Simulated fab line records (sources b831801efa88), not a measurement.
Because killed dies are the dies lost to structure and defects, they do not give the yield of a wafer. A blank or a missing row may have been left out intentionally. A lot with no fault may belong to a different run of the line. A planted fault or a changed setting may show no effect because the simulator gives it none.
Which tool was responsible? -- flow sfq_line -- 14 lots (42 wafers sampled), 1 step of a 325-step route

WHAT THE GAUGES READ, wafer by wafer
SFQ_I4_BOW_MEAS_927.
lot,measured,on,I4_BOW (um)
L468,day 49 06:32,film_metro-01,-9 0 -1
L469,day 50 11:27,film_metro-02,11 6 6
L471,day 50 15:32,film_metro-04,5 9 10
L473,day 55 04:31,film_metro-02,-3 9 17
L474,day 55 07:07,film_metro-04,8 -3 -1
L475,day 55 13:07,film_metro-02,15 5 10
L476,day 55 16:07,film_metro-04,1 3 3
L477,day 55 19:10,film_metro-02,6 -1 6
L480,day 56 02:31,film_metro-04,-5 0 5
L481,day 56 04:07,film_metro-02,12 13 12
L483,day 56 14:28,film_metro-04,10 -14 -5
L485,day 56 20:29,film_metro-04,14 9 0
L490,day 60 15:14,film_metro-02,8 -12 3
L491,day 64 11:13,film_metro-01,1 12 -3

WHICH TOOL RAN EACH LOT (tool, then ch and the chambers of the sampled wafers, then the start)
Before these readings, the record contains no process step.

WHAT THE TOOLS THEMSELVES READ (means of the sampled wafers that have a number; where no wafer has one, the mark that the record gives instead)
The record holds no such reading with a usual standard deviation.

THE ANSWER, worked out from the rows above alone
Rule: the usual values come from the lots themselves. The widest of any qualifying gaps counts: lots, ordered by their means at a reading, are off when they make up no more than a third of the lots, leave a main group of 4 or more, and stand apart from it by 3 or more times the standard deviation of that group's means. A main group whose means are all the same, to the digits that the tables above print for the reading, isn't used. Also off: a lot with no number at a reading for which 4 or more lots have one. All remaining lots with rows at the step are treated as sound. The gauges are gone through in route order, then the tools' own readings, and for those a lot's mean is taken as printed above. The first step at which some lot is off is used, and at that step the reading that is off furthest; a lot without a number counts as furthest.
No lot is off on any of the readings shown, so nothing can be concluded from this.

WHAT WAS PUT IN BY THE SIMULATOR
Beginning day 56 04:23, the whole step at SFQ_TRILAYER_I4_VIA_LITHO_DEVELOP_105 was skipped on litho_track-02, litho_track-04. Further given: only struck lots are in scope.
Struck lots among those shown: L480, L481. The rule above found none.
